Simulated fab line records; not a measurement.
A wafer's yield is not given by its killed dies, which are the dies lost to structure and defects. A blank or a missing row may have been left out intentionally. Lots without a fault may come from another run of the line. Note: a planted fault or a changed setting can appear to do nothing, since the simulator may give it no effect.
fab line records	flow sky130
[record] lots = 6	wafers = 18	lastDay = 50
route steps=708 shown LOCAL_INTERCONNECT@388 PAD_OPEN@708
lots that met no fault: from a run of the same line without faults
startH: hours from the record's opening day to when the first of the lot's shown wafers began	waitH: time in hours since the lot's previous step	" identical to the entry in the row above	L1.1+2: several wafers, shown together as one row	- no value present, or no start provided	* or withheld: withheld	< > ~ a bound
route shown NAME@n: names a module that has steps shown in the file, with the first one's number in the route	usual: average and standard deviation across the fault-free wafers	same: alike in all rows	chamber/n: place in a boat	sites: readings site by site	_std_site: standard deviation across them	_edge_site: the outer-site mean with the inner-site mean subtracted	radiusMm: for every site, how far away it sits from the centre of the wafer	mask NAME#n: copy n	behind: the tool/chamber that last shaped the wafer	hold: the reason the lot was held/the length of the hold in hours/how it ended	device: names the non-switching transistor (n, p or np)	end of line: the tests these same wafers got at the end of their route	where a step has no rows: the recipe by itself	killed: the dies lost at the first sort to structure and to defects; this is not the yield of the wafer	map: the dies of a wafer, with x for killed, . for not killed, _ for no die there
set.NAME: the run value of the setting; set.NAME@STEP: its run value at that earlier step	model.NAME: the simulator's own value behind a step, which no gauge read
certain route steps with their lots: each step a table, each wafer a row
services: from which hour (startH, from the record's first day; less than 0 if before it) a tool's chamber was out of use, for how many hours, and why
[[steps]]
[step SKY_LOCAL_INTERCONNECT_RS_MEAS_01]
[recipe] thkMeasGauge = four-point-probe	reads = TiN_of_LOCAL_INTERCONNECT_SPUTTER_00
[usual] LOCAL_INTERCONNECT_TIN_RS = 14.13/0.14
lot.wafer	tool	chamber	startH	waitH	LOCAL_INTERCONNECT_TIN_RS[ohm/sq]
L363.1	filmMetro-03	-	692.73	0.0	13.98
L363.2	"	-	"	"	13.91
L363.5	"	-	"	"	14.07
L366.2	filmMetro-03	-	729.34	0.1	13.99
L366.3	"	-	"	"	13.97
L366.6	"	-	"	"	14.11
L368.4	filmMetro-02	-	731.94	0.1	14.16
L368.5	"	-	"	"	14.05
L368.6	"	-	"	"	14.22
L377.2	filmMetro-02	-	803.91	0.1	14.16
L377.4	"	-	"	"	14.31
L377.5	"	-	"	"	14.44
L380.4	filmMetro-02	-	834.28	0.1	14.18
L380.5	"	-	"	"	14.15
L380.6	"	-	"	"	14.08
L383.2	filmMetro-01	-	842.49	0.1	14.09
L383.3	"	-	"	"	14.13
L383.6	"	-	"	"	14.09
[step SKY_LOCAL_INTERCONNECT_THK_MEAS_02]
[recipe] thkMeasGauge = xrf	reads = TiN_of_LOCAL_INTERCONNECT_SPUTTER_00
[usual] LOCAL_INTERCONNECT_TIN_THK = 101.1/0.96
lot.wafer	tool	chamber	startH	waitH	LOCAL_INTERCONNECT_TIN_THK[nm]
L363.1	filmMetro-03	-	692.85	0.1	102.2
L363.2	"	-	"	"	102.2
L363.5	"	-	"	"	101.0
L366.2	filmMetro-03	-	729.45	0.1	102.0
L366.3	"	-	"	"	102.4
L366.6	"	-	"	"	101.3
L368.4	filmMetro-02	-	732.03	0.1	100.9
L368.5	"	-	"	"	101.7
L368.6	"	-	"	"	100.5
L377.2	filmMetro-02	-	804.02	0.1	101.1
L377.4	"	-	"	"	100.2
L377.5	"	-	"	"	99.7
L380.4	filmMetro-02	-	834.37	0.1	101.1
L380.5	"	-	"	"	101.0
L380.6	"	-	"	"	101.5
L383.2	filmMetro-01	-	842.60	0.1	101.8
L383.3	"	-	"	"	101.4
L383.6	"	-	"	"	101.6
[step SKY_LOCAL_INTERCONNECT_DEHYDRATE_03]
[recipe] tempC = 200	timeS = 60
[step SKY_LOCAL_INTERCONNECT_HMDS_04]
[recipe] primeTimeS = 60	primeTempC = 120
[step SKY_LOCAL_INTERCONNECT_COAT_05]
[recipe] resist = BARC	tempC = withheld	timeS = withheld	spinRpm = 3000	resistThkNm = 60
[step SKY_LOCAL_INTERCONNECT_COAT_06]
[recipe] resist = KrF-thick	spinRpm = 3000	resistThkNm = 450
[step SKY_LOCAL_INTERCONNECT_SOFTBAKE_07]
[recipe] tempC = 100	timeS = 88.39	resist = KrF-thick
[step SKY_LOCAL_INTERCONNECT_EXPOSE_08]
[recipe] maskId = LI1M	na = 0.8	sourceShape = annular	sigmaInner = 0.55	sigmaOuter = 0.85	targetCdNm = 170	doseMj = 28
[step SKY_LOCAL_INTERCONNECT_PEB_09]
[recipe] pebTempC = withheld	pebTimeS = withheld	resist = KrF-thick
[step SKY_LOCAL_INTERCONNECT_DEVELOP_10]
[recipe] developTimeS = 60	resist = KrF-thick	devTempC = 21
[step SKY_LOCAL_INTERCONNECT_CD_MEAS_11]
[recipe] targetCdNm = 170
[usual] cdNm = 170.0/1.7
lot.wafer	tool	chamber	startH	waitH	cdNm
L363.1	cdSem-02	-	725.15	-	171.2
L363.2	"	-	"	"	172.4
L363.5	"	-	"	"	170.3
L366.2	cdSem-01	-	756.55	-	167.7
L366.3	"	-	"	"	167.7
L366.6	"	-	"	"	170.0
L368.4	cdSem-02	-	759.11	-	168.2
L368.5	"	-	"	"	166.5
L368.6	"	-	"	"	167.0
L377.2	cdSem-01	-	829.67	-	171.6
L377.4	"	-	"	"	170.9
L377.5	"	-	"	"	170.6
L380.4	cdSem-01	-	861.19	-	170.1
L380.5	"	-	"	"	170.0
L380.6	"	-	"	"	169.7
L383.2	cdSem-02	-	869.15	-	169.4
L383.3	"	-	"	"	169.2
L383.6	"	-	"	"	168.4
[step SKY_LOCAL_INTERCONNECT_OVL_MEAS_12]
[usual] LOCAL_INTERCONNECT_OVL = 1/5.4
lot.wafer	tool	chamber	startH	waitH	LOCAL_INTERCONNECT_OVL[nm]
L363.1	overlay-02	-	725.27	0.1	-6
L363.2	"	-	"	"	-5
L363.5	"	-	"	"	-4
L366.2	overlay-02	-	756.66	0.1	-2
L366.3	"	-	"	"	-2
L366.6	"	-	"	"	-5
L368.4	overlay-01	-	759.19	0.1	-1
L368.5	"	-	"	"	3
L368.6	"	-	"	"	8
L377.2	overlay-02	-	829.78	0.1	8
L377.4	"	-	"	"	3
L377.5	"	-	"	"	2
L380.4	overlay-02	-	861.27	0.1	-8
L380.5	"	-	"	"	-6
L380.6	"	-	"	"	-9
L383.2	overlay-02	-	869.26	0.1	7
L383.3	"	-	"	"	9
L383.6	"	-	"	"	0
[step SKY_LOCAL_INTERCONNECT_ETCH_13]
[recipe] chemistry = N2/H2	target = BARC	ionEnergyEv = 200	biasW = 100	pressureMtorr = 30	n2FlowSccm = 100	h2FlowSccm = 200	icpW = 500	stopOn = SiO2	timeS = 45.9	targetDepthA = 600
[usual] drypumpMotorCurrentA = 5.68/0.22	oesProductAu = 0.854/0.0045	throttleValvePct = 13.225/0.0083
lot.wafer	tool	chamber	startH	waitH	drypumpMotorCurrentA	oesProductAu	rfHoursCounterH	throttleValvePct	model.KrF-thick_of_LOCAL_INTERCONNECT_COAT_06.thkNm	model.LOCAL_INTERCONNECT.cdNm	model.SiO2_of_SONOS_ONO_CVD_04.thkNm
L363.1	rieMetal-04	1	725.31	0.0	5.70	0.857	14	13.232	392.9	172.3	4.37
L363.2	"	0	"	"	5.96	0.851	0	13.224	393.8	172	4.281
L363.5	"	0	"	"	5.97	0.849	-	13.226	391.7	169.8	4.325
L366.2	rieMetal-04	1	756.69	0.0	5.69	0.848	15	13.231	395.2	167.9	4.278
L366.3	"	1	"	"	5.69	0.851	-	13.209	375.4	165.5	3.525
L366.6	"	0	"	"	5.97	0.848	-	13.230	392.9	169.3	4.192
L368.4	rieMetal-04	1	759.23	0.0	5.71	0.853	-	13.222	392.3	170.3	4.221
L368.5	"	1	"	"	5.69	0.857	-	13.223	372.6	164.2	3.358
L368.6	"	0	"	"	5.96	0.862	-	13.232	391.9	166.7	4.069
L377.2	rieMetal-03	1	829.81	0.0	5.69	0.853	5	13.229	394.1	172.1	4.276
L377.4	"	0	"	"	5.51	0.852	-	13.229	393.6	170.9	4.193
L377.5	"	1	"	"	5.71	0.857	-	13.227	393.7	171.5	4.216
L380.4	rieMetal-03	0	861.31	0.0	5.48	0.855	-	13.218	394.4	169.6	4.169
L380.5	"	0	"	"	5.49	0.853	-	13.225	394.7	169.9	4.237
L380.6	"	1	"	"	5.73	0.852	-	13.206	394.3	170.7	4.147
L383.2	rieMetal-03	1	869.29	0.0	5.73	0.863	7	13.225	393.7	170	4.058
L383.3	"	0	"	"	5.48	0.843	-	13.239	392	169.3	4.185
L383.6	"	1	"	"	5.72	0.848	-	13.227	392	169.7	4.259
[step SKY_LOCAL_INTERCONNECT_METAL_ETCH_14]
[recipe] targetDepthNm = 110	stopOn = PSG	chemistry = Cl2/BCl3	target = TiN	resistSidewallDeg = 88	pressureMtorr = 10	icpW = 900	biasW = 48.5	Cl2_flow_sccm = 60	bcl3FlowSccm = 30	timeS = 31.4
[usual] drypumpMotorCurrentA = 5.67/0.22	oesProductAu = 0.942/0.0074	throttleValvePct = 21.900/0.0099
lot.wafer	tool	chamber	startH	waitH	drypumpMotorCurrentA	oesProductAu	rfHoursCounterH	throttleValvePct	model.KrF-thick_of_LOCAL_INTERCONNECT_COAT_06.thkNm	model.LOCAL_INTERCONNECT.cdNm
L363.1	rieMetal-04	1	725.37	0.0	5.70	0.939	14	21.905	347.5	171.9
L363.2	"	0	"	"	5.96	0.949	0	21.901	349.2	172.6
L363.5	"	0	"	"	5.96	0.951	-	21.885	347.3	170.5
L366.2	rieMetal-04	1	756.75	0.0	5.70	0.944	15	21.895	350.2	168.1
L366.3	"	1	"	"	5.72	0.941	-	21.904	330.1	166.1
L366.6	"	0	"	"	5.91	0.951	-	21.907	348.1	169
L368.4	rieMetal-04	1	759.29	0.0	5.72	0.936	-	21.903	347	170.9
L368.5	"	1	"	"	5.72	0.951	-	21.883	327.7	164.8
L368.6	"	0	"	"	5.90	0.934	-	21.914	347.8	166.8
L377.2	rieMetal-03	1	829.87	0.0	5.73	0.932	5	21.918	350.7	171.7
L377.4	"	0	"	"	5.48	0.933	-	21.903	350.3	170.6
L377.5	"	1	"	"	5.71	0.924	-	21.882	350.4	171.8
L380.4	rieMetal-03	0	861.37	0.0	5.49	0.939	-	21.903	351.1	169
L380.5	"	0	"	"	5.50	0.939	-	21.897	350.8	169.4
L380.6	"	1	"	"	5.73	0.944	-	21.901	350.4	170.4
L383.2	rieMetal-03	1	869.35	0.0	5.72	0.944	7	21.899	350	169.7
L383.3	"	0	"	"	5.46	0.943	-	21.881	348.5	168.6
L383.6	"	1	"	"	5.73	0.940	-	21.896	348.3	169
[step SKY_LOCAL_INTERCONNECT_STRIP_15]
[recipe] chemistry = O2/N2	powerW = 1400	pressureMtorr = 1500	platenTempC = withheld	o2FlowSccm = 3000	n2FlowSccm = 300	overashFraction = 0.5
[usual] drypumpMotorCurrentA = 5.6/0.56	o2FlowSccm = 3001/9.4	oesProductAu = 0.427/0.0045	stripTimeToEndpointS = 4.722/0.019
[same] overashFraction = 0.5
lot.wafer	tool	chamber	startH	waitH	drypumpMotorCurrentA	o2FlowSccm	oesProductAu	rfHoursCounterH	stripTimeToEndpointS
L363.1	plasmaAsher-02	1	725.42	0.0	4.9	2987	0.426	55	4.724
L363.2	"	0	"	"	5.5	3009	0.427	55	4.740
L363.5	"	0	"	"	5.5	3015	0.428	-	4.719
L366.2	plasmaAsher-01	1	756.80	0.0	6.3	2990	0.423	87	4.709
L366.3	"	1	"	"	6.3	2999	0.420	-	4.524
L366.6	"	0	"	"	6.4	3007	0.425	-	4.720
L368.4	plasmaAsher-02	1	759.36	0.1	4.9	2994	0.428	-	4.701
L368.5	"	0	"	"	5.5	3008	0.414	-	4.509
L368.6	"	1	"	"	4.9	2990	0.430	-	4.706
L377.2	plasmaAsher-01	1	829.92	0.0	6.3	2991	0.418	96	4.745
L377.4	"	0	"	"	6.4	3008	0.427	-	4.747
L377.5	"	1	"	"	6.3	2985	0.426	-	4.726
L380.4	plasmaAsher-02	1	861.44	0.1	4.9	2995	0.426	-	4.745
L380.5	"	1	"	"	4.9	2983	0.428	-	4.759
L380.6	"	0	"	"	5.5	2985	0.423	-	4.735
L383.2	plasmaAsher-02	0	869.40	0.0	5.5	3006	0.421	73	4.749
L383.3	"	1	"	"	4.9	3008	0.433	-	4.718
L383.6	"	1	"	"	4.9	3003	0.421	-	4.721
[step SKY_LOCAL_INTERCONNECT_STRIP_16]
[recipe] chemistry = postEtchResidueRemover	timeS = 1200	tempC = 72.5
[step SKY_PAD_OPEN_PROBE_99]
[usual] killed_at_M0_to_M3 = 44/7.8	killed_at_M4_up = 2.9/1.7	killedAtContacts = 24/5.4	killedAtFrontEnd = 15/4.5	killedAtOther = 0.3/0.55	killedDies = 87/10	killedOpen = 48/7.4	killedShort = 39/5.9
[same] grossDies = 492	killedAtBackSide = 0
lot.wafer	tool	chamber	startH	waitH	killed_at_M0_to_M3	killed_at_M4_up	killedAtContacts	killedAtFrontEnd	killedAtOther	killedDies	killedOpen	killedShort	model.etest.resLi.lineOhmUm
L363.1	prober-02	-	1088.39	0.1	39	2	26	11	0	78	44	34	73.48
L363.2	prober-02	-	1088.44	0.1	41	1	25	18	0	85	50	35	73.31
L363.5	prober-02	-	1088.59	0.2	40	1	19	14	0	74	44	30	74.67
L366.2	prober-01	-	1114.52	0.1	36	2	34	21	2	95	48	47	75.2
L366.3	prober-01	-	1114.57	0.2	40	2	21	25	0	88	43	45	76.4
L366.6	prober-01	-	1114.72	0.2	35	3	29	25	0	92	51	41	75.56
L368.4	prober-01	-	1119.04	0.2	37	5	19	20	0	81	43	38	75.22
L368.5	prober-01	-	1119.09	0.2	26	1	20	11	1	59	30	29	77.07
L368.6	prober-01	-	1119.14	0.2	47	4	34	13	0	98	58	40	77.17
L377.2	prober-02	-	1164.66	0.1	50	2	32	25	0	109	66	43	74.89
L377.4	prober-02	-	1164.76	0.2	39	5	26	17	1	88	52	36	76.14
L377.5	prober-02	-	1164.81	0.2	37	4	35	14	0	90	51	39	75.33
L380.4	prober-02	-	1184.77	0.2	42	1	21	12	0	76	46	30	76.45
L380.5	prober-02	-	1184.82	0.2	48	2	22	18	0	90	40	50	75.89
L380.6	prober-02	-	1184.87	0.2	62	4	20	6	0	92	47	45	74.56
L383.2	prober-02	-	1192.57	0.1	46	6	20	10	1	83	42	41	75
L383.3	prober-02	-	1192.62	0.2	32	4	23	15	0	74	38	36	75.8
L383.6	prober-02	-	1192.77	0.2	66	4	26	13	0	109	60	49	75.72
// killed by level:class
L363.1 CONTACT:geometricParticle:open=11 VIA1:geometricParticle:open=11 CONTACT:geometricParticle:short=7 VIA1:geometricParticle:short=5 VIA2:geometricParticle:open=5 VIA3:geometricParticle:open=5 POLY_GATE:geometricParticle:open=4 LI_CONTACT:geometricParticle:open=4
L363.2 VIA1:geometricParticle:open=16 CONTACT:geometricParticle:open=9 LI_CONTACT:geometricParticle:open=7 CONTACT:geometricParticle:short=6 METAL1:geometricParticle:short=6 POLY_GATE:geometricParticle:short=5 FIELD_ISO:geometricParticle:short=4 VIA2:geometricParticle:open=4
L363.5 VIA1:geometricParticle:open=9 VIA2:geometricParticle:open=8 POLY_GATE:geometricParticle:open=7 LI_CONTACT:geometricParticle:open=6 LOCAL_INTERCONNECT:geometricParticle:short=5 VIA3:geometricParticle:open=5 CONTACT:geometricParticle:open=3 METAL2:geometricParticle:short=3
L366.2 CONTACT:geometricParticle:open=10 FIELD_ISO:geometricParticle:open=8 LOCAL_INTERCONNECT:geometricParticle:short=8 CONTACT:geometricParticle:short=8 METAL1:geometricParticle:short=6 VIA1:geometricParticle:open=6 VIA1:geometricParticle:short=6 LI_CONTACT:geometricParticle:open=5
L366.3 VIA1:geometricParticle:open=11 POLY_GATE:geometricParticle:short=9 CONTACT:geometricParticle:open=9 FIELD_ISO:geometricParticle:short=5 VIA1:geometricParticle:short=5 METAL2:geometricParticle:short=5 VIA3:geometricParticle:open=5 LOCAL_INTERCONNECT:geometricParticle:short=4
L366.6 VIA1:geometricParticle:open=10 LI_CONTACT:geometricParticle:open=9 POLY_GATE:geometricParticle:open=8 CONTACT:geometricParticle:open=7 CONTACT:geometricParticle:short=6 METAL1:geometricParticle:short=6 FIELD_ISO:geometricParticle:short=5 FIELD_ISO:geometricParticle:open=5
L368.4 CONTACT:geometricParticle:open=9 VIA1:geometricParticle:open=7 FIELD_ISO:geometricParticle:open=6 LI_CONTACT:geometricParticle:open=6 METAL1:geometricParticle:short=6 FIELD_ISO:geometricParticle:short=4 METAL1:geometricParticle:open=4 VIA1:geometricParticle:short=4
L368.5 VIA1:geometricParticle:open=11 CONTACT:geometricParticle:open=7 CONTACT:geometricParticle:short=6 POLY_GATE:geometricParticle:short=4 FIELD_ISO:geometricParticle:open=3 LI_CONTACT:geometricParticle:open=3 VIA3:geometricParticle:short=3 FIELD_ISO:geometricParticle:short=2
L368.6 CONTACT:geometricParticle:open=15 VIA3:geometricParticle:open=9 LOCAL_INTERCONNECT:geometricParticle:short=7 CONTACT:geometricParticle:short=7 VIA2:geometricParticle:open=7 FIELD_ISO:geometricParticle:open=6 METAL1:geometricParticle:short=6 METAL2:geometricParticle:short=6
L377.2 LI_CONTACT:geometricParticle:open=15 POLY_GATE:geometricParticle:open=10 VIA2:geometricParticle:open=9 VIA1:geometricParticle:short=8 CONTACT:geometricParticle:open=7 VIA3:geometricParticle:open=7 VIA1:geometricParticle:open=7 FIELD_ISO:geometricParticle:open=6
L377.4 LI_CONTACT:geometricParticle:open=10 VIA3:geometricParticle:open=8 CONTACT:geometricParticle:open=7 VIA2:geometricParticle:open=6 METAL1:geometricParticle:short=5 VIA2:geometricParticle:short=5 FIELD_ISO:geometricParticle:open=4 CONTACT:geometricParticle:short=4
L377.5 CONTACT:geometricParticle:open=12 VIA3:geometricParticle:open=10 LI_CONTACT:geometricParticle:open=9 VIA1:geometricParticle:open=7 LOCAL_INTERCONNECT:geometricParticle:short=5 CONTACT:geometricParticle:short=5 METAL1:geometricParticle:short=5 FIELD_ISO:geometricParticle:open=4
L380.4 VIA3:geometricParticle:open=11 CONTACT:geometricParticle:open=8 VIA1:geometricParticle:open=8 LI_CONTACT:geometricParticle:open=7 VIA2:geometricParticle:short=6 POLY_GATE:geometricParticle:short=5 VIA1:geometricParticle:short=5 CONTACT:geometricParticle:short=5
L380.5 METAL2:geometricParticle:short=9 VIA1:geometricParticle:open=8 METAL1:geometricParticle:short=8 LOCAL_INTERCONNECT:geometricParticle:short=8 CONTACT:geometricParticle:open=7 LI_CONTACT:geometricParticle:open=5 VIA2:geometricParticle:open=5 FIELD_ISO:geometricParticle:short=4
L380.6 VIA1:geometricParticle:open=16 METAL2:geometricParticle:short=10 VIA3:geometricParticle:open=7 CONTACT:geometricParticle:open=7 VIA1:geometricParticle:short=6 VIA2:geometricParticle:open=5 LOCAL_INTERCONNECT:geometricParticle:short=5 METAL1:geometricParticle:short=5
L383.2 VIA3:geometricParticle:open=9 METAL2:geometricParticle:short=8 VIA2:geometricParticle:open=8 LI_CONTACT:geometricParticle:open=7 CONTACT:geometricParticle:open=6 FIELD_ISO:geometricParticle:short=5 VIA1:geometricParticle:open=5 METAL4:geometricParticle:short=5
L383.3 VIA1:geometricParticle:open=7 LI_CONTACT:geometricParticle:open=6 VIA3:geometricParticle:open=6 CONTACT:geometricParticle:short=5 CONTACT:geometricParticle:open=5 FIELD_ISO:geometricParticle:short=4 FIELD_ISO:geometricParticle:open=3 POLY_GATE:geometricParticle:open=3
L383.6 VIA3:geometricParticle:open=15 VIA1:geometricParticle:open=11 METAL2:geometricParticle:short=10 CONTACT:geometricParticle:open=8 LI_CONTACT:geometricParticle:open=7 VIA2:geometricParticle:open=7 VIA3:geometricParticle:short=7 LOCAL_INTERCONNECT:geometricParticle:short=5
[[services]]
tool	chamber	startH	hours	kind
plasmaAsher-02	-	784.06	0.3	repair
rieMetal-03	-	811.92	14.6	pm
rieMetal-04	-	821.03	1.1	repair
plasmaAsher-02	-	830.58	1.3	repair
plasmaAsher-01	-	854.75	1.1	repair
[[key]]
[firstSign] step = SKY_LOCAL_INTERCONNECT_STRIP_15	reading = stripTimeToEndpointS	direction = down	sigmas = 11	usual = *	struck = *
effect none on later readings
[modelEffect] step = SKY_LOCAL_INTERCONNECT_ETCH_13	value = KrF-thick_of_LOCAL_INTERCONNECT_COAT_06.thkNm	without = 391.4	struck = 374
[modelEffect] step = SKY_LOCAL_INTERCONNECT_METAL_ETCH_14	value = KrF-thick_of_LOCAL_INTERCONNECT_COAT_06.thkNm	without = 346.3	struck = 328.9
[modelEffect] step = SKY_PAD_OPEN_PROBE_99	value = etest.resLi.lineOhmUm	without = 75.19	struck = 76.73
metAt SKY_LOCAL_INTERCONNECT_ETCH_13
struckWafers L366.3,L368.5
testerLeftOut L366,L368
onsetBetween 725.31 756.69
[fault] kind = processParameterDrift	tool = rieMetal-04	chamber = -	onsetH = 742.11	steps = SKY_LOCAL_INTERCONNECT_ETCH_13	channel = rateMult	offset = 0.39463	shape = step	endH = 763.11	scope = struckWafersOnly
// testerLeftOut: of these lots the tester's yield and bins aren't shown, on N5 and GAA mostly nor the transistor test; their killed dies are dies lost to structure and defects alone, not to doping, threshold or leakage, so they don't give the yield
